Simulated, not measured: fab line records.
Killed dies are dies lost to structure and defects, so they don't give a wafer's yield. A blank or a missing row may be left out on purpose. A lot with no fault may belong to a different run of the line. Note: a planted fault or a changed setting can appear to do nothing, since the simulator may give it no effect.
One fault through the eyes of 2 desks | flow sky130 | each desk has only its own numbers; what lay behind them comes last

THE TOOL OWNER'S DESK: pecvd-04
The tool's own readings at SKY_CONTACT_CVD_00 (deposits Si3N4, target thk 75 nm): means of the sampled wafers that have a number, for each lot that ran on this tool. A lot is out of limits, marked OUT, if its mean lies more than 4 standard deviations from the usual mean; the brackets give that distance.
Columns: A = heaterPowerW at SKY_CONTACT_CVD_00, usual 688 W; B = rfFwdPowerW at SKY_CONTACT_CVD_00, usual 444.2 W
lot  | first seen here | A   | B
L477 | day 30 21:27    | 566 | 443.7
L479 | day 31 07:03    | 639 | 442.5
L481 | day 32 05:05    | 606 | 444.8
L490 | day 35 09:09    | 632 | 445.2
L492 | day 35 19:12    | 637 | 445.8
This desk's verdict: no lot among the 5 shows anything out of limits.

AT THE METROLOGY DESK
What the gauges read, lot by lot, whatever tool the lot ran on: means of the sampled wafers that have a number. A lot is out of limits, marked OUT, if its mean lies more than 4 standard deviations from the usual mean; the brackets give that distance.
Columns: A = cdNm at SKY_POLY_GATE_CD_MEAS_13, usual 149.7 nm; B = CONTACT_CVD_00_THK at SKY_CONTACT_THK_MEAS_01, usual 75.1 nm; C = cdNm at SKY_METAL3_CD_MEAS_13, usual 300.2 nm
lot  | first seen here | A     | B              | C
L477 | day 16 22:59    | 151.9 | 75.8           | 299.2
L478 | day 17 00:37    | 147.1 | 74.6           | 299.0
L479 | day 17 09:17    | 149.0 | 75.2           | 297.1
L481 | day 18 08:28    | 150.3 | 75.7           | 300.1
L482 | day 18 14:51    | 150.4 | 74.8           | 302.0
L490 | day 21 22:47    | 150.2 | 90.0 (+15) OUT | 300.9
L492 | day 22 14:13    | 150.3 | 89.3 (+14) OUT | 298.4
L494 | day 23 03:47    | 146.5 | 75.7           | 299.7
L496 | day 23 12:54    | 149.9 | 74.8           | 298.5
L497 | day 24 00:41    | 150.7 | 75.2           | 300.2
L498 | day 24 03:34    | 149.7 | 74.1           | 300.8
This desk finds L490, L492 out of limits, with the earliest case on L490 at day 35 09:11 (CONTACT_CVD_00_THK at SKY_CONTACT_THK_MEAS_01). In limits: L477, L478, L479, L481, L482, L494, L496, L497, L498.

BROUGHT TOGETHER
An alarm was possible from the metrology desk at day 35 09:11, on L490, L492.
The desk of the tool owner found nothing out of limits.
On record at the tool owner's desk: L490, L492, within its limits.
All the named lots went through SKY_CONTACT_CVD_00 on pecvd-04.

WHAT THE SIMULATOR HAD PUT IN
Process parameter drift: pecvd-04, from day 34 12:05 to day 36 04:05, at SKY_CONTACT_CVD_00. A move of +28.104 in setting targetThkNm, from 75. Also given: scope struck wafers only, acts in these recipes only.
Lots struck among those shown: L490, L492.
Hours from the fault's start to each desk's first reading out of limits: the metrology desk, 21.
